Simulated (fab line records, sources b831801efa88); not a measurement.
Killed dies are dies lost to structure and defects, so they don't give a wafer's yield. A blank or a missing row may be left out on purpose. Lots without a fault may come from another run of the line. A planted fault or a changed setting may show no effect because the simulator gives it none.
Which tool did it? | flow sky130 | 12 lots, 36 wafers sampled, at 5 steps of a route of 708

WHAT THE GAUGES READ, wafer by wafer
SKY_LDD_LDN_TW_MEAS_13. Usual: LDD_LDN_TW 1470, standard deviation 12.
lot  | measured     | on            | LDD_LDN_TW     | flag
L590 | day 23 16:25 | film_metro-03 | 1447 1459 1449 |
L589 | day 23 15:02 | film_metro-04 | 1477 1477 1475 |
L591 | day 23 23:31 | film_metro-03 | 1452 1460 1454 |
L593 | day 24 20:09 | film_metro-02 | 1477 1482 1488 |
L592 | day 24 20:38 | film_metro-02 | 1487 1485 1488 |
L595 | day 25 07:07 | film_metro-04 | 1571 1566 1573 | OFF
L596 | day 25 17:58 | film_metro-02 | 1597 1595 1591 | OFF
L603 | day 27 11:59 | film_metro-03 | 1465 1464 1457 |
L607 | day 29 08:17 | film_metro-04 | 1467 1475 1469 |
L609 | day 29 18:22 | film_metro-04 | 1459 1472 1461 |
L611 | day 30 13:19 | film_metro-04 | 1470 1473 1472 |
L612 | day 30 16:40 | film_metro-04 | 1475 1474 1476 |

SKY_LI_CONTACT_THK_MEAS_01. Usual: LI_CONTACT_HDPCVD_THK 939 nm, standard deviation 14.
lot  | measured     | on            | LI_CONTACT_HDPCVD_THK (nm) | flag
L590 | day 28 15:09 | film_metro-01 | 931 940 936                |
L589 | day 28 14:08 | film_metro-03 | 941 937 940                |
L591 | day 28 21:38 | film_metro-01 | 951 931 942                |
L593 | day 29 18:24 | film_metro-02 | 937 931 911                |
L592 | day 29 18:39 | film_metro-01 | 931 959 932                |
L595 | day 30 04:10 | film_metro-02 | 910 908 928                |
L596 | day 30 13:59 | film_metro-02 | 945 911 916                |
L603 | day 32 06:24 | film_metro-01 | 957 960 966                |
L607 | day 33 23:59 | film_metro-02 | 951 928 936                |
L609 | day 34 07:41 | film_metro-01 | 939 931 935                |
L611 | day 35 03:56 | film_metro-03 | 935 935 941                |
L612 | day 35 05:06 | film_metro-02 | 928 944 905                |

WHICH TOOL RAN EACH LOT (tool, then ch and the chambers of the sampled wafers, then the start)
lot  | SKY_POLY_GATE_ETCH_15              | SKY_LDD_LDN_IMPLANT_09          | SKY_SD_N_STRIP_11
L590 | rie_diel-03 ch 0,1,2, day 17 00:59 | implanter-04 ch 0, day 23 15:52 | plasma_asher-02 ch 0,1, day 28 14:14
L589 | rie_diel-02 ch 0,3, day 17 01:00   | implanter-01 ch 0, day 23 14:31 | plasma_asher-01 ch 0,1, day 28 13:12
L591 | rie_diel-02 ch 0,1,2, day 17 11:02 | implanter-04 ch 0, day 23 22:59 | plasma_asher-02 ch 0,1, day 28 20:45
L593 | rie_diel-02 ch 1,2, day 18 06:03   | implanter-01 ch 0, day 24 19:36 | plasma_asher-02 ch 0,1, day 29 17:29
L592 | rie_diel-01 ch 0,2,3, day 18 06:36 | implanter-02 ch 0, day 24 20:07 | plasma_asher-01 ch 0,1, day 29 17:47
L595 | rie_diel-01 ch 0,1, day 18 18:29   | implanter-04 ch 0, day 25 06:10 | plasma_asher-03 ch 0,1, day 30 03:15
L596 | rie_diel-02 ch 1,2,3, day 19 06:53 | implanter-02 ch 0, day 25 17:07 | plasma_asher-02 ch 1, day 30 13:06
L603 | rie_diel-01 ch 1,2,3, day 21 03:35 | implanter-04 ch 0, day 27 11:26 | plasma_asher-02 ch 0,1, day 32 05:29
L607 | rie_diel-02 ch 0,1,3, day 23 03:21 | implanter-04 ch 0, day 29 07:40 | plasma_asher-02 ch 0,1, day 33 23:08
L609 | rie_diel-01 ch 0,2, day 23 14:48   | implanter-04 ch 0, day 29 17:49 | plasma_asher-02 ch 0,1, day 34 06:50
L611 | rie_diel-01 ch 0,3, day 24 10:39   | implanter-02 ch 0, day 30 12:47 | plasma_asher-02 ch 0,1, day 35 03:03
L612 | rie_diel-03 ch 0,1,3, day 24 13:53 | implanter-01 ch 0, day 30 16:07 | plasma_asher-03 ch 0,1, day 35 04:14
- SKY_POLY_GATE_ETCH_15: etches BARC in N2/H2, stops on SiO2, time 118.5 s, target depth 110 nm.
- SKY_LDD_LDN_IMPLANT_09
- SKY_SD_N_STRIP_11: strips in O2/N2.

WHAT THE TOOLS THEMSELVES READ (means of the sampled wafers that have a number; where no wafer has one, the mark that the record gives instead)
SKY_POLY_GATE_ETCH_15. Usual: bias_w 100.0 W, standard deviation 0.3; drypump_motor_current_A 5.8 A, standard deviation 0.5; oes_product_au 0.716 a.u., standard deviation 0.0048; throttle_valve_pct 13.214 %, standard deviation 0.0087.
lot  | tool        | bias_w (W) | drypump_motor_current_A (A) | oes_product_au (a.u.) | throttle_valve_pct (%) | flag
L590 | rie_diel-03 | 100.0      | 5.3                         | 0.718                 | 13.218                 |
L589 | rie_diel-02 | 100.4      | 5.9                         | 0.715                 | 13.214                 |
L591 | rie_diel-02 | 100.1      | 6.0                         | 0.714                 | 13.218                 |
L593 | rie_diel-02 | 99.7       | 6.2                         | 0.715                 | 13.216                 |
L592 | rie_diel-01 | 100.2      | 5.9                         | 0.713                 | 13.222                 |
L595 | rie_diel-01 | 99.8       | 5.6                         | 0.715                 | 13.210                 |
L596 | rie_diel-02 | 100.0      | 6.2                         | 0.721                 | 13.217                 |
L603 | rie_diel-01 | 100.0      | 5.6                         | 0.713                 | 13.211                 |
L607 | rie_diel-02 | 100.1      | 6.1                         | 0.716                 | 13.212                 |
L609 | rie_diel-01 | 100.0      | 6.1                         | 0.715                 | 13.210                 |
L611 | rie_diel-01 | 99.8       | 5.7                         | 0.717                 | 13.209                 |
L612 | rie_diel-03 | 100.0      | 5.6                         | 0.716                 | 13.206                 |

SKY_SD_N_STRIP_11. Usual: drypump_motor_current_A 5.5 A, standard deviation 0.4; oes_product_au 0.528 a.u., standard deviation 0.0042; strip_time_to_endpoint_s 22.55 s, standard deviation 0.044.
lot  | tool            | drypump_motor_current_A (A) | oes_product_au (a.u.) | strip_time_to_endpoint_s (s) | flag
L590 | plasma_asher-02 | 5.5                         | 0.527                 | 22.55                        |
L589 | plasma_asher-01 | 5.5                         | 0.528                 | 22.48                        |
L591 | plasma_asher-02 | 5.5                         | 0.529                 | 22.52                        |
L593 | plasma_asher-02 | 5.4                         | 0.522                 | 22.53                        |
L592 | plasma_asher-01 | 5.5                         | 0.530                 | 22.52                        |
L595 | plasma_asher-03 | 5.1                         | 0.527                 | 22.54                        |
L596 | plasma_asher-02 | 5.3                         | 0.530                 | 22.59                        |
L603 | plasma_asher-02 | 5.5                         | 0.529                 | 22.58                        |
L607 | plasma_asher-02 | 5.5                         | 0.527                 | 22.51                        |
L609 | plasma_asher-02 | 5.5                         | 0.530                 | 22.61                        |
L611 | plasma_asher-02 | 5.4                         | 0.527                 | 22.59                        |
L612 | plasma_asher-03 | 5.1                         | 0.527                 | 22.48                        |

THE ANSWER, worked out from the rows above alone
Rule: a lot is off if the mean of its wafers that have a number lies more than 3 standard deviations from the usual mean. A lot without any number at a reading at which 4 lots or more have one is off too. The other lots that the step has rows for count as sound. The gauges are gone through in route order, then the tools' own readings, and for those a lot's mean is taken as printed above. The first step at which some lot is off is used, and at that step the reading that is off furthest; a lot without a number counts as furthest.
Off: L595, L596, at SKY_LDD_LDN_TW_MEAS_13 (LDD_LDN_TW).
A tool fits if, at a process step before that reading, it ran every lot that is off, and no sound lot after the first of them. The gauges at SKY_LDD_LDN_TW_MEAS_13 are tried like those tools. None of those tried fits.

WHAT THE SIMULATOR HAD PUT IN
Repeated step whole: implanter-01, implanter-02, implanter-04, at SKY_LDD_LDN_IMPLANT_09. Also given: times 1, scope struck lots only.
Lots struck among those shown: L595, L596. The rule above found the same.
